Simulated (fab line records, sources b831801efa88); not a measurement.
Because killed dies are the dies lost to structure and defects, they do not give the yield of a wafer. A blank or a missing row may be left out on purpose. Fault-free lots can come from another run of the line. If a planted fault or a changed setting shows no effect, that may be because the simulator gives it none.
A struck lot beside a sound one    flow gf180mcu    14 out of 602 route steps
Sound: the wafers L131.2, L131.3, L131.4. Struck: wafers L124.1, L124.3, L124.4. The cause is named last.
For every step that has rows: the tool of each side, followed by ch and its chambers, followed by its first start. Under that, the readings that differ: sound wafers    struck wafers    difference of the means    sigmas: that difference in standard deviations of wafers without a fault.
alike: a reading whose means differ by less than 2 such deviations, as well as words and numbers matching on both sides. not compared: withheld readings; readings where some wafer has no value; bounds like >300 that might hide an equal value; numbers whose values overlap and for which the record gives no deviation.
The two part at a step that has a row with sigmas, a row that says differs or no value, or rows on one side only. Numbers that have no deviation but don't overlap get no sigmas and don't part them. A reading missing from all wafers of one side parts the sides only when that side holds two or more wafers.

first, 2 steps without rows for these wafers: GF_M5_CLEAN_13 (cleans in DIW); GF_V5_CVD_00 (deposits SiO2, target thk 300 nm, time 50 s).
GF_V5_THK_MEAS_01:
  sound: film-metro-02 at day 30 08:13; struck: film-metro-02 at day 28 08:11
  alike: V5_CVD_00_THK
GF_V5_CVD_02: deposits SiO2 from TEOS, target thk 1450 nm, time 163.28 s.
  sound on pecvd-04 ch 0,1,2, day 30 08:16; struck on pecvd-04 ch 0,1,2, day 28 08:15
  alike: heater-power-outer-w, heater-power-w
GF_V5_THK_MEAS_03:
  sound: film-metro-01 at day 30 08:23; struck: film-metro-01 at day 28 08:22
  alike: V5_CVD_02_THK
GF_V5_CMP_04: polishes SiO2.
  sound on cmp-01 ch 0,2,3, day 30 08:26; struck on cmp-01 ch 0,2,3, day 28 08:25
  alike: motor-current-A
GF_V5_BOW_MEAS_05:
  sound: film-metro-04 at day 30 08:45; struck: film-metro-02 at day 28 08:43
  alike: V5_BOW
then, 5 steps without rows for these wafers: GF_V5_DEHYDRATE_06 (time 60 s); GF_V5_HMDS_07 (prime time 60 s); GF_V5_COAT_08; GF_V5_COAT_09 (resist thk 1000 nm); GF_V5_SOFTBAKE_10 (time 60 s).
GF_V5_EXPOSE_11: exposes mask Via5, target cd 260 nm.
  sound on krf-scanner-02 ch 0, day 30 18:01; struck on krf-scanner-02, day 28 18:37
  no value came back on the struck wafers for exposure-dose-mJ-cm2, focus-offset-nm (nm); on the sound wafers exposure-dose-mJ-cm2 reads 38.01 37.99 37.99
  alike: mask
then, 1 step without rows for these wafers: GF_V5_PEB_12 (peb time 90 s).

## WHERE THEY PART
Only at GF_V5_EXPOSE_11, within this record.

WHY: what the simulator had put in
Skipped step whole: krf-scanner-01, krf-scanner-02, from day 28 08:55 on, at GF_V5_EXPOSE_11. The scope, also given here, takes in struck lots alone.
